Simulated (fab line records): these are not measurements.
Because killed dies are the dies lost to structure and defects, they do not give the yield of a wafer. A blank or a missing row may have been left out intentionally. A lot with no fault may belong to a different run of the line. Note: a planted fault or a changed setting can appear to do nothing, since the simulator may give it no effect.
What tool caused it?    flow gf180mcu    6 lots, 18 wafers sampled, at 2 steps of a route of 602

WHAT THE GAUGES SHOWED, per wafer
GF_HV_LDD_CD_MEAS_46 targets a cd of 400 nm.
lot   measured      on         cd nm (nm)
L848  day 13 00:59  cd sem-02  400.1 400.5 399.3
L851  day 14 11:10  cd sem-02  398.9 398.6 398.1
L853  day 15 03:47  cd sem-01  396.3 394.2 394.1
L855  day 15 18:59  cd sem-01  397.0 398.6 399.9
L863  day 18 17:12  cd sem-01  402.0 400.8 399.9
L868  day 19 23:27  cd sem-02  397.4 396.8 398.8

WHAT TOOL EACH LOT RAN ON (gives the tool, then ch and the chambers of the sampled wafers, and finally the start)
lot   GF_VT_IMPLANT_STRIP_42
L848  plasma asher-02 ch 1, day 8 05:11
L851  plasma asher-02 ch 0,1, day 9 03:45
L853  plasma asher-03 ch 0,1, day 9 17:44
L855  plasma asher-02 ch 0,1, day 10 07:22
L863  plasma asher-03 ch 0,1, day 12 22:57
L868  plasma asher-04 ch 0,1, day 13 22:12
- GF_VT_IMPLANT_STRIP_42: strips in O2/N2.

THE ANSWER, worked out from the rows above alone
Rule: the usual values come from the lots themselves. The widest of any qualifying gaps counts: lots, ordered by their means at a reading, are off when they make up no more than a third of the lots, leave a main group of 4 or more, and stand apart from it by 3 or more times the standard deviation of that group's means. Not used: any main group whose means are identical at the precision the tables above print for the reading. A lot without any number at a reading at which 4 lots or more have one is off too. All remaining lots with rows at the step are treated as sound.
Nothing can be told from this: no lot is off at any reading shown.

WHAT THE SIMULATOR HAD INSERTED
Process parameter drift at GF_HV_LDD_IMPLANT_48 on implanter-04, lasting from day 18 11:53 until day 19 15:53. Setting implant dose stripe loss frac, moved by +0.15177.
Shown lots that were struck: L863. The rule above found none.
